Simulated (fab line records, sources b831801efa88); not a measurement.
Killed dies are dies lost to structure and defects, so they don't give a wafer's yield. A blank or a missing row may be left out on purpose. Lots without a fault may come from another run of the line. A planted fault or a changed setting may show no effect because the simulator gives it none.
Problem report in the 8D (eight disciplines) form, filled by code | flow sky130 | the parts of the form that need people (team, actions taken, sign-off) are left out

1. THE PROBLEM
run_length_s at SKY_FIELD_ISO_WET_ETCH_18 reads a mean of 449 s on 6 wafers of 2 lots; wafers without a fault read 314 s with a standard deviation of 3.8. That is +36 standard deviations from the usual mean.
The step: etches Si3N4 in H3PO4, target depth 25 nm, time 286 s.
First seen on wafer L890.4, day 3 17:07, on wet_bench-03. The record holds 39 wafers of 13 lots with a number at this step. Rule for "out", or "out of limits": more than 4 standard deviations from the usual mean. The other wafers with a number count as sound.

2. WHAT IT IS AND WHAT IT IS NOT
question                    | is                     | is not
which readings at this step | run_length_s           | bath_guard_temp_C
which lots                  | L890, L897             | L883, L884, L885, L886, L887, L889, L891, L898, L899, L901, L906
which wafers of those lots  | all that have a number | -
read on which tools         | wet_bench-03           | wet_bench-01, wet_bench-02
when                        | from day 3 17:07       | up to then (18 sound wafers); but 15 sound wafers of L891, L898, L899, L901, L906 came after

3. SUSPECTS, AND WHAT RULES EACH OUT
Counting: a tool at a process step up to the reading stays a suspect if it ran every lot that is out and no sound lot after the first of them.
- wet_bench-03 at SKY_FIELD_ISO_WET_ETCH_18 (etches Si3N4 in H3PO4, target depth 25 nm, time 286 s): kept. It ran every lot that is out, first L890 (day 3 17:07), and no sound lot after that; its last sound lot up to then is L887 (day 3 05:05). Its own readings are out on those wafers: run_length_s.
Left after counting: wet_bench-03 at SKY_FIELD_ISO_WET_ETCH_18.

4. THE CAUSE (what the simulator had put in)
Process parameter drift: wet_bench-03, from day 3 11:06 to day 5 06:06, at SKY_FIELD_ISO_WET_ETCH_18. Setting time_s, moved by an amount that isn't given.
Counting left only this tool.

5. THE CHAIN OF EFFECTS, in route order
Each row: a reading whose mean over the struck wafers that have a number lies more than 3 standard deviations from the usual. Only readings for which the record gives a usual standard deviation are gone through. hours: the time from each lot's start at the first step in this table that gives one to its start at this step, as a median over the lots. sigmas: the change in usual standard deviations.
hours | step                      | reading      | usual | on struck wafers | change | sigmas
0     | SKY_FIELD_ISO_WET_ETCH_18 | run_length_s | 314 s | 449              | +135   | +36
The process steps in it:
- SKY_FIELD_ISO_WET_ETCH_18: etches Si3N4 in H3PO4, target depth 25 nm, time 286 s.
Later measuring or inspecting steps at which every struck wafer that the step has a row for has a number for every such reading, and none has moved that far: SKY_VIA3_THK_MEAS_01.

6. WHAT WOULD HAVE CAUGHT IT SOONER
In this record the first reading out of limits was taken at day 3 17:07, 6 hours after the fault began at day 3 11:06.
